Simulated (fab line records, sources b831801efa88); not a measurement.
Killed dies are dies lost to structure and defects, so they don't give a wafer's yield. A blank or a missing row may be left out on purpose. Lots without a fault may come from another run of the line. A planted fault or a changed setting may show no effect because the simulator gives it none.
Which tool did it? | flow sky130 | 13 lots, 39 wafers sampled, at 4 steps of a route of 708

WHAT THE GAUGES READ, wafer by wafer
SKY_FIELD_ISO_THK_MEAS_02.
lot  | measured    | on            | FIELD_ISO_OXIDATION_00_THK (nm)
L738 | day 1 12:34 | film_metro-01 | 12.22 12.05 12.24
L739 | day 1 16:39 | film_metro-03 | 11.68 11.58 11.73
L740 | day 1 22:22 | film_metro-01 | 11.84 11.91 11.99
L743 | day 2 14:44 | film_metro-02 | 12.60 12.66 12.47
L744 | day 2 21:49 | film_metro-01 | 12.03 11.95 11.71
L745 | day 3 02:05 | film_metro-01 | 12.29 12.13 12.12
L748 | day 3 13:39 | film_metro-03 | 12.12 11.94 12.08
L750 | day 4 02:57 | film_metro-02 | 12.24 12.10 11.92
L757 | day 5 11:04 | film_metro-03 | 12.29 12.24 12.27
L759 | day 5 20:45 | film_metro-01 | 12.54 12.43 12.41
L758 | day 5 20:46 | film_metro-02 | 12.14 12.30 12.12
L760 | day 6 07:44 | film_metro-01 | 11.88 11.82 11.96
L761 | day 6 07:44 | film_metro-02 | 12.23 12.05 12.18

SKY_VT_ADJUST_HVTP_OVL_MEAS_08.
lot  | measured     | on         | VT_ADJUST_HVTP_OVL (nm)
L738 | day 6 00:35  | overlay-02 | 0.2 0.6 -0.8
L739 | day 6 07:50  | overlay-02 | 0.2 0.9 0.3
L740 | day 6 16:56  | overlay-02 | -0.2 1.4 0.6
L743 | day 7 05:07  | overlay-02 | 1.5 0.9 0.6
L744 | day 7 15:10  | overlay-02 | -0.6 -2.6 -1.4
L745 | day 8 08:17  | overlay-01 | 0.0 -0.7 -0.8
L748 | day 9 09:11  | overlay-02 | 3.4 3.4 3.5
L750 | day 9 10:08  | overlay-02 | 1.4 -0.2 0.0
L757 | day 11 03:41 | overlay-01 | -0.3 1.0 -1.6
L759 | day 11 15:55 | overlay-02 | -2.3 -2.7 -2.2
L758 | day 11 15:08 | overlay-01 | 0.5 -0.4 -1.2
L760 | day 12 00:52 | overlay-01 | -1.5 -0.6 0.0
L761 | day 12 01:17 | overlay-01 | -0.9 0.5 2.3

WHICH TOOL RAN EACH LOT (tool, then ch and the chambers of the sampled wafers, then the start)
lot  | SKY_FIELD_ISO_ETCH_17           | SKY_NWELL_DEVELOP_22
L738 | rie_si-02 ch 1,2, day 2 06:43   | litho_track-03 ch 0, day 5 06:00
L739 | rie_si-02 ch 1,2,3, day 2 10:19 | litho_track-01 ch 0, day 5 13:00
L740 | rie_si-01 ch 0,1,2, day 2 15:32 | litho_track-03 ch 0, day 5 22:00
L743 | rie_si-02 ch 1,2, day 3 08:40   | litho_track-04 ch 0, day 6 09:00
L744 | rie_si-01 ch 1,2, day 3 15:10   | litho_track-04 ch 0, day 6 18:00
L745 | rie_si-02 ch 0,2, day 3 20:16   | litho_track-01 ch 0, day 7 11:00
L748 | rie_si-02 ch 0,3, day 4 08:52   | litho_track-03 ch 0, day 8 11:00
L750 | rie_si-02 ch 0,1,2, day 4 20:40 | litho_track-04 ch 0, day 8 12:00
L757 | rie_si-02 ch 2,3, day 6 06:31   | litho_track-04 ch 0, day 10 04:00
L759 | rie_si-01 ch 0,1,3, day 6 16:46 | litho_track-03 ch 0, day 10 15:00
L758 | rie_si-02 ch 1,2,3, day 6 16:32 | litho_track-04 ch 0, day 10 15:00
L760 | rie_si-02 ch 0,1,2, day 7 05:16 | litho_track-01 ch 0, day 11 01:00
L761 | rie_si-01 ch 1,2,3, day 7 05:40 | litho_track-03 ch 0, day 11 01:00
- SKY_FIELD_ISO_ETCH_17: etches Si in HBr/Cl2/O2, target depth 342 nm, time 97.7 s.
- SKY_NWELL_DEVELOP_22: develop time 60 s.

WHAT THE TOOLS THEMSELVES READ (means of the sampled wafers that have a number; where no wafer has one, the mark that the record gives instead)
SKY_FIELD_ISO_ETCH_17.
lot  | tool      | HBr_flow_sccm (sccm) | bias_w (W) | drypump_motor_current_A (A) | oes_product_au (a.u.) | throttle_valve_pct (%)
L738 | rie_si-02 | 149.9                | 149.9      | 5.4                         | 0.993                 | 25.655
L739 | rie_si-02 | 150.3                | 150.0      | 5.4                         | 0.990                 | 25.658
L740 | rie_si-01 | 150.2                | 150.3      | 5.6                         | 1.005                 | 25.654
L743 | rie_si-02 | 150.3                | 150.1      | 5.5                         | 1.004                 | 25.647
L744 | rie_si-01 | 150.1                | 149.7      | 5.6                         | 0.997                 | 25.658
L745 | rie_si-02 | 150.3                | 149.7      | 4.9                         | 1.005                 | 25.651
L748 | rie_si-02 | 150.5                | 150.1      | 4.9                         | 1.004                 | 25.653
L750 | rie_si-02 | 150.0                | 150.0      | 5.2                         | 0.997                 | 25.647
L757 | rie_si-02 | 150.2                | 150.2      | 5.3                         | 1.002                 | 25.652
L759 | rie_si-01 | 149.6                | 150.8      | 5.6                         | 0.987                 | 25.669
L758 | rie_si-02 | 150.1                | 150.4      | 5.4                         | 0.993                 | 25.667
L760 | rie_si-02 | 150.1                | 149.9      | 5.2                         | 0.993                 | 25.652
L761 | rie_si-01 | 150.2                | 150.1      | 5.3                         | 1.000                 | 25.651

SKY_NWELL_DEVELOP_22.
lot  | tool           | developer_temp_C (C)
L738 | litho_track-03 | 23.09
L739 | litho_track-01 | 22.91
L740 | litho_track-03 | 23.08
L743 | litho_track-04 | 22.97
L744 | litho_track-04 | 23.04
L745 | litho_track-01 | 23.02
L748 | litho_track-03 | 22.99
L750 | litho_track-04 | 22.97
L757 | litho_track-04 | 22.01
L759 | litho_track-03 | 23.04
L758 | litho_track-04 | 21.99
L760 | litho_track-01 | 23.06
L761 | litho_track-03 | 22.93

THE ANSWER, worked out from the rows above alone
Rule: what is usual is taken from the lots themselves. Put in order of their means at a reading, lots are off if they are a third of the lots or fewer, leave a main group of 4 or more, and stand apart from it by a gap of 3 or more times the standard deviation of the main group's means; of several such gaps the widest counts. A main group whose means are all the same, to the digits that the tables above print for the reading, isn't used. A lot without any number at a reading at which 4 lots or more have one is off too. The other lots that the step has rows for count as sound. The gauges are gone through in route order, then the tools' own readings, and for those a lot's mean is taken as printed above. The first step at which some lot is off is used, and at that step the reading that is off furthest; a lot without a number counts as furthest.
Off: L757, L758, at SKY_NWELL_DEVELOP_22 (developer_temp_C). The main group: mean 23.01 C, standard deviation 0.057.
A tool fits if, at that step or a process step before it, it ran every lot that is off, and no sound lot after the first of them. One fits: litho_track-04 at SKY_NWELL_DEVELOP_22. Its last sound lot is L750 (day 8 12:00), its first lot that is off L757 (day 10 04:00): a fault that began between those two fits.
The tool's own readings at SKY_NWELL_DEVELOP_22 bear it out: on the lots that are off they differ by more than 5 times the standard deviation of the sound lots' means. developer_temp_C reads 22.00 C there against 23.01 C on the sound lots.

WHAT THE SIMULATOR HAD PUT IN
Process parameter drift: litho_track-04, from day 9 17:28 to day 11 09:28, at SKY_NWELL_DEVELOP_22. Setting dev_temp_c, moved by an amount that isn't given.
Lots struck among those shown: L757, L758. The rule above found the same.
